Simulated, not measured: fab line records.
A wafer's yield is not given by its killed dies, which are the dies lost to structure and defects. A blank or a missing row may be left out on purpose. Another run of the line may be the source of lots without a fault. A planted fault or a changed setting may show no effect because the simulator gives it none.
Chamber matching ; flow sfq line ; SFQ_TRILAYER_I6_DEP_PECVD_165 on pecvd-01: 3 sister chambers
The step deposits SiO2 from SiH4/N2O, time 111.11 s, target thk 500 nm. 14 wafers are shown with their chamber, then 7 later ones without.

== WAFERS WITH THEIR CHAMBER ==
wafer;chamber;throttle valve pct (%);heater power w (W)
L782.4;1;23.9;73
L782.5;0;24.3;83
L782.6;2;25.1;85
L785.1;2;25.1;87
L785.2;0;24.5;77
L785.5;2;25.1;90
L788.1;2;25.6;79
L788.3;0;24.8;84
L788.5;0;24.8;68
L794.1;1;24.8;71
L794.3;0;25.2;80
L794.6;1;24.5;75
L796.2;0;24.9;79
L796.3;1;24.7;79

SIGNATURES (means of the wafers above)
reading;chamber 0;chamber 1;chamber 2;scatter within a chamber
throttle valve pct;24.750;24.475;25.225;0.326
heater power w;78.50;74.50;85.25;4.91
Rule: a wafer lies at a distance from a chamber equal to the root of the sum of squares, over the readings, of (its reading less the chamber's mean, divided by the reading's scatter). The wafer belongs to the nearest chamber; if the next one is less than 2 further off, it can't be placed. The scatter is the square root of a quotient: the sum, over the shown wafers, of each reading's squared deviation from its chamber's mean, divided by wafers minus chambers.

== WAFERS WHOSE CHAMBER IS MISSING ==
wafer;throttle valve pct (%);heater power w (W)
L796.5;25.1;79
L798.1;24.7;74
L798.5;24.7;77
L798.6;26.2;86
L803.3;24.7;70
L803.5;24.7;73
L803.6;26.0;82

== CHAMBER TAKEN BY EACH ==
wafer;from the rows above;in truth
L796.5;can't be placed: 0 or 2 or 1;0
L798.1;can't be placed: 1 or 0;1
L798.5;can't be placed: 0 or 1 or 2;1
L798.6;can't be placed: 2 or 0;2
L803.3;can't be placed: 1 or 0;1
L803.5;can't be placed: 1 or 0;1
L803.6;can't be placed: 2 or 0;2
Placed correctly: 0 of 7. From these rows, 7 cannot be placed; in 7 the true chamber is one of the candidates. 0 placed wrongly.
